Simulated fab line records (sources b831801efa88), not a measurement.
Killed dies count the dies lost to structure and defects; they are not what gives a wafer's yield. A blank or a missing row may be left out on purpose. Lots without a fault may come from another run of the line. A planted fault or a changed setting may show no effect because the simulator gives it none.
2 desks looking at one fault ; flow sky130 ; only its own numbers are on each desk; what lay behind them is given at the end

## THE METROLOGY DESK
Lot by lot, what the gauges showed, no matter which tool ran the lot: averages of those sampled wafers that carry a number. Any lot whose mean is over 4 standard deviations away from the usual mean is out of limits and marked OUT; that distance is given in the brackets.
Columns: A = POLY_GATE_OXIDATION_THK at SKY_POLY_GATE_THK_MEAS_21, usual 4.00 nm; B = cd_nm at SKY_POLY_GATE_CD_MEAS_22, usual 149.7 nm; C = LDD_N_OVL at SKY_LDD_N_OVL_MEAS_07, usual -1.3 nm
lot;first seen here;A;B;C
L714;day 18 17:07;4.00;147.7;-1.1
L716;day 19 08:09;4.14;149.8;-2.9
L719;day 20 17:05;4.09;149.7;-0.5
L720;day 20 23:01;3.87;150.3;-1.8
L729;day 23 23:55;3.98;148.5;0.9
L732;day 25 00:53;4.01;149.8;0.1
This desk found nothing out of limits on any of the 6 lots.

## DESK OF THE TOOL OWNER: implanter-01
SKY_LDD_N_IMPLANT_10, tool's own readings: per-lot mean of the sampled wafers with a number, covering each lot this tool ran. Any lot whose mean is over 4 standard deviations away from the usual mean is out of limits and marked OUT; that distance is given in the brackets.
Columns: A = dose_ions_cm2 at SKY_LDD_N_IMPLANT_10, usual 7.497e+13; B = rotation_deg at SKY_LDD_N_IMPLANT_10, usual 203.00 degrees
lot;first seen here;A;B
L716;day 20 15:19;7.505e+13;203.00
L719;day 22 00:12;7.512e+13;281.88 (+99 or more) OUT
L720;day 22 06:10;7.495e+13;281.86 (+99 or more) OUT
L732;day 26 06:10;7.496e+13;202.98
This desk finds L719, L720 out of limits, L719 being first, at day 22 00:12 (rotation_deg at SKY_LDD_N_IMPLANT_10). L716, L732 stayed within limits.

## ALL TOGETHER
At day 22 00:12, on L719, L720, the tool owner's desk was in a position to raise an alarm.
Nothing out of limits was seen by the metrology desk.
The metrology desk holds a record of L719, L720, inside its limits.
The lots listed all ran SKY_LDD_N_IMPLANT_10 on implanter-01.

## WHAT THE SIMULATOR PUT IN
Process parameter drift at SKY_LDD_N_IMPLANT_10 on implanter-01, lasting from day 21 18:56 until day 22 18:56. The setting rotation_deg was moved by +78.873, starting from 203. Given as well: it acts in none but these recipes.
Lots struck among those shown: L719, L720.
Hours from the fault's start to each desk's first reading out of limits: the tool owner's desk, 5.
